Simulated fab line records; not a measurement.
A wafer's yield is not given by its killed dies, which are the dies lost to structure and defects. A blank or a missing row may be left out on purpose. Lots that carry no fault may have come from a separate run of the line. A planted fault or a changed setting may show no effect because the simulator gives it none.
Which tool did it? / flow sky130 / Sampling: 14 lots, 42 wafers, 4 of 708 route steps

WHAT THE GAUGES SHOWED, per wafer
SKY_GATE_OXIDE_OVL_MEAS_10.
lot=L391; measured=day 13 14:48; on=overlay-01; GATE_OXIDE_OVL (nm)=1.0 -0.4 -0.2
lot=L392; measured=day 13 22:02; on=overlay-02; GATE_OXIDE_OVL (nm)=0.3 1.4 1.7
lot=L393; measured=day 14 05:11; on=overlay-01; GATE_OXIDE_OVL (nm)=1.9 2.8 2.8
lot=L394; measured=day 14 15:01; on=overlay-01; GATE_OXIDE_OVL (nm)=0.1 2.3 1.3
lot=L395; measured=day 15 02:08; on=overlay-01; GATE_OXIDE_OVL (nm)=1.6 3.0 1.3
lot=L397; measured=day 15 11:35; on=overlay-01; GATE_OXIDE_OVL (nm)=1.0 0.4 1.3
lot=L400; measured=day 16 16:23; on=overlay-02; GATE_OXIDE_OVL (nm)=0.6 0.2 1.7
lot=L401; measured=day 17 02:20; on=overlay-01; GATE_OXIDE_OVL (nm)=-0.1 -1.7 -1.4
lot=L404; measured=day 18 06:31; on=overlay-01; GATE_OXIDE_OVL (nm)=-0.8 -0.2 0.5
lot=L409; measured=day 20 03:39; on=overlay-02; GATE_OXIDE_OVL (nm)=1.0 0.3 -0.2
lot=L410; measured=day 20 18:26; on=overlay-01; GATE_OXIDE_OVL (nm)=1.1 2.2 0.6
lot=L411; measured=day 20 22:21; on=overlay-01; GATE_OXIDE_OVL (nm)=0.3 0.6 0.4
lot=L413; measured=day 21 11:02; on=overlay-02; GATE_OXIDE_OVL (nm)=2.1 1.9 2.9
lot=L414; measured=day 21 17:04; on=overlay-01; GATE_OXIDE_OVL (nm)=1.2 0.6 0.0

SKY_POLY_GATE_THK_MEAS_21.
lot=L391; measured=day 16 03:23; on=film metro-02; POLY_GATE_OXIDATION_THK (nm)=4.09 4.07 4.00
lot=L392; measured=day 16 14:44; on=film metro-01; POLY_GATE_OXIDATION_THK (nm)=4.04 4.06 4.10
lot=L393; measured=day 16 20:44; on=film metro-04; POLY_GATE_OXIDATION_THK (nm)=4.08 4.04 4.03
lot=L394; measured=day 17 08:53; on=film metro-04; POLY_GATE_OXIDATION_THK (nm)=3.98 4.00 4.03
lot=L395; measured=day 17 18:47; on=film metro-01; POLY_GATE_OXIDATION_THK (nm)=4.19 4.12 4.16
lot=L397; measured=day 18 05:26; on=film metro-04; POLY_GATE_OXIDATION_THK (nm)=4.00 4.03 3.96
lot=L400; measured=day 19 12:46; on=film metro-02; POLY_GATE_OXIDATION_THK (nm)=4.02 4.03 3.94
lot=L401; measured=day 19 23:49; on=film metro-02; POLY_GATE_OXIDATION_THK (nm)=4.00 4.08 3.90
lot=L404; measured=day 21 03:04; on=film metro-01; POLY_GATE_OXIDATION_THK (nm)=3.98 4.03 4.11
lot=L409; measured=day 23 00:13; on=film metro-02; POLY_GATE_OXIDATION_THK (nm)=4.05 4.07 4.00
lot=L410; measured=day 23 20:06; on=film metro-04; POLY_GATE_OXIDATION_THK (nm)=3.88 3.97 3.91
lot=L411; measured=day 23 20:08; on=film metro-02; POLY_GATE_OXIDATION_THK (nm)=3.94 3.92 3.98
lot=L413; measured=day 24 10:14; on=film metro-04; POLY_GATE_OXIDATION_THK (nm)=4.08 4.06 4.03
lot=L414; measured=day 24 13:42; on=film metro-01; POLY_GATE_OXIDATION_THK (nm)=3.91 3.91 3.93

SKY_LDD_HVN_OVL_MEAS_07.
lot=L391; measured=day 19 22:03; on=overlay-01; LDD_HVN_OVL (nm)=2.7 2.6 3.4
lot=L392; measured=day 20 10:25; on=overlay-01; LDD_HVN_OVL (nm)=-0.2 0.7 1.5
lot=L393; measured=day 20 18:49; on=overlay-01; LDD_HVN_OVL (nm)=0.5 -0.4 0.8
lot=L394; measured=day 21 06:31; on=overlay-02; LDD_HVN_OVL (nm)=0.0 -0.7 -1.2
lot=L395; measured=day 21 16:10; on=overlay-02; LDD_HVN_OVL (nm)=1.0 1.2 1.8
lot=L397; measured=day 22 03:19; on=overlay-02; LDD_HVN_OVL (nm)=0.7 0.8 0.8
lot=L400; measured=day 23 09:40; on=overlay-01; LDD_HVN_OVL (nm)=3.0 2.5 3.2
lot=L401; measured=day 23 21:37; on=overlay-02; LDD_HVN_OVL (nm)=0.9 1.4 -0.2
lot=L404; measured=day 24 22:31; on=overlay-01; LDD_HVN_OVL (nm)=0.6 1.8 2.6
lot=L409; measured=day 26 17:18; on=overlay-02; LDD_HVN_OVL (nm)=2.9 0.7 -1.1
lot=L410; measured=day 27 13:01; on=overlay-01; LDD_HVN_OVL (nm)=0.9 -0.1 0.5
lot=L411; measured=day 27 13:03; on=overlay-02; LDD_HVN_OVL (nm)=0.6 -1.8 -0.1
lot=L413; measured=day 28 02:33; on=overlay-01; LDD_HVN_OVL (nm)=-0.3 1.1 0.6
lot=L414; measured=day 28 05:44; on=overlay-01; LDD_HVN_OVL (nm)=0.0 -0.1 -0.8

EACH LOT AND THE TOOL THAT RAN IT (in order: tool; ch and the chambers of the sampled wafers; start)
lot=L391; SKY_LDD_N_IMPLANT_12=implanter-03 ch 0, day 17 08:02
lot=L392; SKY_LDD_N_IMPLANT_12=implanter-04 ch 0, day 17 20:34
lot=L393; SKY_LDD_N_IMPLANT_12=implanter-01 ch 0, day 18 04:54
lot=L394; SKY_LDD_N_IMPLANT_12=implanter-01 ch 0, day 18 15:12
lot=L395; SKY_LDD_N_IMPLANT_12=implanter-04 ch 0, day 19 01:27
lot=L397; SKY_LDD_N_IMPLANT_12=implanter-04 ch 0, day 19 13:16
lot=L400; SKY_LDD_N_IMPLANT_12=implanter-03 ch 0, day 20 20:49
lot=L401; SKY_LDD_N_IMPLANT_12=implanter-04 ch 0, day 21 07:28
lot=L404; SKY_LDD_N_IMPLANT_12=implanter-04 ch 0, day 22 10:17
lot=L409; SKY_LDD_N_IMPLANT_12=implanter-01 ch 0, day 24 06:09
lot=L410; SKY_LDD_N_IMPLANT_12=implanter-01 ch 0, day 25 02:24
lot=L411; SKY_LDD_N_IMPLANT_12=implanter-03 ch 0, day 25 02:40
lot=L413; SKY_LDD_N_IMPLANT_12=implanter-03 ch 0, day 25 15:35
lot=L414; SKY_LDD_N_IMPLANT_12=implanter-04 ch 0, day 25 19:36
- SKY_LDD_N_IMPLANT_12

AS READ BY THE TOOLS THEMSELVES (means over the sampled wafers that have a number; for cases with no such wafer, the mark the record gives instead)
SKY_LDD_N_IMPLANT_12.
lot=L391; tool=implanter-03; beam on s (s)=10.24; faraday current uA=27.6
lot=L392; tool=implanter-04; beam on s (s)=9.99; faraday current uA=28.3
lot=L393; tool=implanter-01; beam on s (s)=10.07; faraday current uA=28.0
lot=L394; tool=implanter-01; beam on s (s)=10.02; faraday current uA=28.2
lot=L395; tool=implanter-04; beam on s (s)=10.06; faraday current uA=28.0
lot=L397; tool=implanter-04; beam on s (s)=9.89; faraday current uA=28.4
lot=L400; tool=implanter-03; beam on s (s)=9.82; faraday current uA=28.7
lot=L401; tool=implanter-04; beam on s (s)=9.78; faraday current uA=28.8
lot=L404; tool=implanter-04; beam on s (s)=9.82; faraday current uA=28.6
lot=L409; tool=implanter-01; beam on s (s)=12.99; faraday current uA=21.7
lot=L410; tool=implanter-01; beam on s (s)=12.64; faraday current uA=22.3
lot=L411; tool=implanter-03; beam on s (s)=10.19; faraday current uA=27.7
lot=L413; tool=implanter-03; beam on s (s)=10.06; faraday current uA=28.0
lot=L414; tool=implanter-04; beam on s (s)=9.95; faraday current uA=28.2

THE ANSWER, worked out from the rows above alone
Rule: the usual values come from the lots themselves. Put in order of their means at a reading, lots are off if they are a third of the lots or fewer, leave a main group of 4 or more, and stand apart from it by a gap of 3 or more times the standard deviation of the main group's means; of several such gaps the widest counts. A main group whose means are all the same, to the digits that the tables above print for the reading, isn't used. A lot without any number at a reading at which 4 lots or more have one is off too. The other lots that the step has rows for count as sound. After the gauges, taken in route order, come the tools' own readings; for these a lot's mean is taken, as printed above. At the first step where some lot is off, the reading lying furthest off is the one used; lots without a number count as furthest.
Off: L409, L410 (SKY_LDD_N_IMPLANT_12, beam on s). Mean 9.99 s and standard deviation 0.14 in the main group.
If a tool, at that step or one of the process steps before it, ran each lot that is off and ran no sound lot following the first of them, it fits. One candidate fits, namely implanter-01 at SKY_LDD_N_IMPLANT_12. Its last sound lot is L394 (day 18 15:12), its first lot that is off L409 (day 24 06:09): a fault that began between those two fits.
The tool's own readings at SKY_LDD_N_IMPLANT_12 bear it out: on the lots that are off they differ by more than 5 times the standard deviation of the sound lots' means. beam on s reads 12.82 s there against 9.99 s on the sound lots; faraday current uA reads 22.0 there against 28.2 on the sound lots.

WHAT THE SIMULATOR PUT IN
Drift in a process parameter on implanter-01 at SKY_LDD_N_IMPLANT_12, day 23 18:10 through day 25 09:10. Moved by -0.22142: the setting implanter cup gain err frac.
Shown lots that were struck: L409, L410. The rule given above showed the same thing.
